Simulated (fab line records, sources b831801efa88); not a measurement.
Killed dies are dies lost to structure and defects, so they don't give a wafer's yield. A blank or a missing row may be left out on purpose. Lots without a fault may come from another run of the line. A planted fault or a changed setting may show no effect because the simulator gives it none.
A struck lot beside a sound one | flow sky130 | 14 steps out of a route of 708
Sound: wafers L989.4, L989.5, L989.6. Struck: wafers L996.1, L996.2, L996.5. The cause comes at the end.
At each step with rows: each side's tool, then ch and its chambers, then its first start. Under that, the readings that differ: sound wafers | struck wafers | difference of the means | sigmas: that difference in standard deviations of wafers without a fault.
alike: readings whose means differ by less than 2 such deviations, and words and numbers that are the same on both sides. not compared: withheld readings, readings that some wafer has no value for, bounds like >300 that may hide the same value, and numbers for which the record gives no deviation and whose values overlap.
The two part at a step that has a row with sigmas, a row that says differs or no value, or rows on one side only. Numbers that don't overlap but have no deviation are shown without sigmas and don't part them. A reading that every wafer of one side lacks parts them only if that side has two wafers or more.

first, 8 steps without rows for these wafers: SKY_VIA3_DEHYDRATE_04 (time 60 s); SKY_VIA3_HMDS_05 (prime time 60 s); SKY_VIA3_COAT_06 (resist thk 60 nm); SKY_VIA3_COAT_07 (resist thk 450 nm); SKY_VIA3_SOFTBAKE_08 (time 90 s); SKY_VIA3_EXPOSE_09 (exposes mask VIM3, target cd 200 nm); SKY_VIA3_PEB_10; SKY_VIA3_DEVELOP_11 (develop time 60 s).
SKY_VIA3_CD_MEAS_12: target cd 200 nm.
  sound on cd_sem-02, day 40 22:10; struck on cd_sem-02, day 42 22:02
  alike: cd_nm
SKY_VIA3_OVL_MEAS_13:
  sound on overlay-01, day 40 22:14; struck on overlay-01, day 42 22:10
  alike: VIA3_OVL
SKY_VIA3_ETCH_14: etches BARC in N2/H2, stops on SiO2, time 45.9 s, target depth 60 nm.
  sound on rie_diel-02 ch 0,1,3, day 40 22:15; struck on rie_diel-03 ch 0,3, day 42 22:12
  alike: bias_w, drypump_motor_current_A, oes_product_au, throttle_valve_pct
  not compared: rf_hours_counter_h
SKY_VIA3_ETCH_15: etches SiO2 in C4F8/O2/Ar, stops on TiN, target depth 507 nm, time 78 s.
  sound on rie_diel-02 ch 0,1,3, day 40 22:17; struck on rie_diel-03 ch 0,3, day 42 22:14
  alike: bias_w, oes_product_au
  not compared: rf_hours_counter_h
SKY_VIA3_STRIP_16: strips in O2/N2.
  sound on plasma_asher-04 ch 0,1, day 40 22:23; struck on plasma_asher-01 ch 0,1, day 42 22:18
  no value came back on the struck wafers for any of 5 readings (chamber_pressure_mTorr (mTorr), drypump_motor_current_A (A) and others); on the sound wafers chamber_pressure_mTorr (mTorr) reads 1501.0 1500.9 1498.4
  reading                                     | sound | struck            | difference | sigmas
  model.KrF-thick_of_VIA3_COAT_07.thk_nm (nm) | 0 0 0 | 293.2 293.6 293.2 | +293.3     |
  not compared: rf_hours_counter_h
then, 1 step without rows for these wafers: SKY_VIA3_STRIP_17 (strips in post etch residue remover, time 1200 s).

WHERE THEY PART
Only at SKY_VIA3_STRIP_16, within this record.

WHY: what the simulator had put in
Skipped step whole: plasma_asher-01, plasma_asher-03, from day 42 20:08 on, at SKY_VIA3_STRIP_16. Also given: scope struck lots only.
